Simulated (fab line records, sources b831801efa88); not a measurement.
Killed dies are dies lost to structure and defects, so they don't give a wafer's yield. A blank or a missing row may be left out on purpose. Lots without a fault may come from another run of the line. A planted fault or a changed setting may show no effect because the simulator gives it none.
A struck lot beside a sound one | flow sky130 | 15 steps out of a route of 708
Sound: wafers L463.2, L463.3, L463.6. Struck: wafers L452.3, L452.5, L452.6. The cause comes at the end.
At each step with rows: each side's tool, then ch and its chambers, then its first start. Under that, the readings that differ: sound wafers | struck wafers | difference of the means | sigmas: that difference in standard deviations of wafers without a fault.
alike: readings whose means differ by less than 2 such deviations, and words and numbers that are the same on both sides. not compared: withheld readings, readings that some wafer has no value for, bounds like >300 that may hide the same value, and numbers for which the record gives no deviation and whose values overlap.
The two part at a step that has a row with sigmas, a row that says differs or no value, or rows on one side only. Numbers that don't overlap but have no deviation are shown without sigmas and don't part them. A reading that every wafer of one side lacks parts them only if that side has two wafers or more.

first, 1 step without rows for these wafers: SKY_SONOS_TUNNEL_STRIP_11 (strips in SPM, time 600 s).
SKY_SONOS_TUNNEL_TW_MEAS_12:
  sound on film_metro-03, day 18 06:47; struck on film_metro-02, day 14 02:13
  alike: SONOS_TUNNEL_TW
then, 2 steps without rows for these wafers: SKY_SONOS_TUNNEL_CLEAN_13 (cleans in dHF, time 20 s); SKY_SONOS_ONO_OXIDATION_00 (stabilise 600 s, purge 300 s, target thk 2.6 nm).
SKY_SONOS_ONO_THK_MEAS_01:
  sound on film_metro-03, day 18 08:13; struck on film_metro-02, day 14 04:15
  alike: SONOS_ONO_OXIDATION_THK
then, 1 step without rows for these wafers: SKY_SONOS_ONO_CVD_02 (deposits Si3N4 from DCS/NH3, target thk 10.5 nm, time 180 s).
SKY_SONOS_ONO_THK_MEAS_03:
  sound on film_metro-03, day 18 09:19; struck on film_metro-02, day 14 05:22
  alike: SONOS_ONO_CVD_02_THK
then, 1 step without rows for these wafers: SKY_SONOS_ONO_CVD_04 (deposits SiO2 from SiH4/N2O, target thk 5.7199 nm).
SKY_SONOS_ONO_THK_MEAS_05:
  sound on film_metro-04, day 18 11:15; struck on film_metro-04, day 14 06:40
  alike: SONOS_ONO_CVD_04_THK
then, 3 steps without rows for these wafers: SKY_SONOS_ONO_DEHYDRATE_06 (time 60 s); SKY_SONOS_ONO_HMDS_07 (prime time 60 s); SKY_SONOS_ONO_COAT_08 (resist thk 1140 nm).
SKY_SONOS_ONO_SOFTBAKE_09: time 60 s.
  sound on litho_track-02 ch 0, day 19 02:17; struck on litho_track-02 ch 0, day 14 19:42
  reading          | sound             | struck            | difference | sigmas
  run_length_s (s) | 88.91 88.99 88.97 | 91.53 91.45 91.44 | +2.52      | +21
then, 1 step without rows for these wafers: SKY_SONOS_ONO_EXPOSE_10 (exposes mask ONOM, target cd 410 nm).
-- the record jumps here: 33 days lie between the struck wafers' starts before and after (it left off in module SONOS_ONO and takes up again in module PAD_OPEN, whose first step shown is number 708 of the route) --
SKY_PAD_OPEN_PROBE_99:
  sound on prober-02, day 50 12:06; struck on prober-01, day 47 18:52
  alike: killed_at_M0_to_M3, killed_at_M4_up, killed_at_contacts, killed_at_front_end, killed_at_other, killed_dies, killed_open, killed_short

WHERE THEY PART
Only at SKY_SONOS_ONO_SOFTBAKE_09, within this record. Later steps at which nothing parts them and some readings are alike: SKY_PAD_OPEN_PROBE_99.

WHY: what the simulator had put in
Process parameter drift: litho_track-02, from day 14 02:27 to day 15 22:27, at SKY_SONOS_ONO_SOFTBAKE_09. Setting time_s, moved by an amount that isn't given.
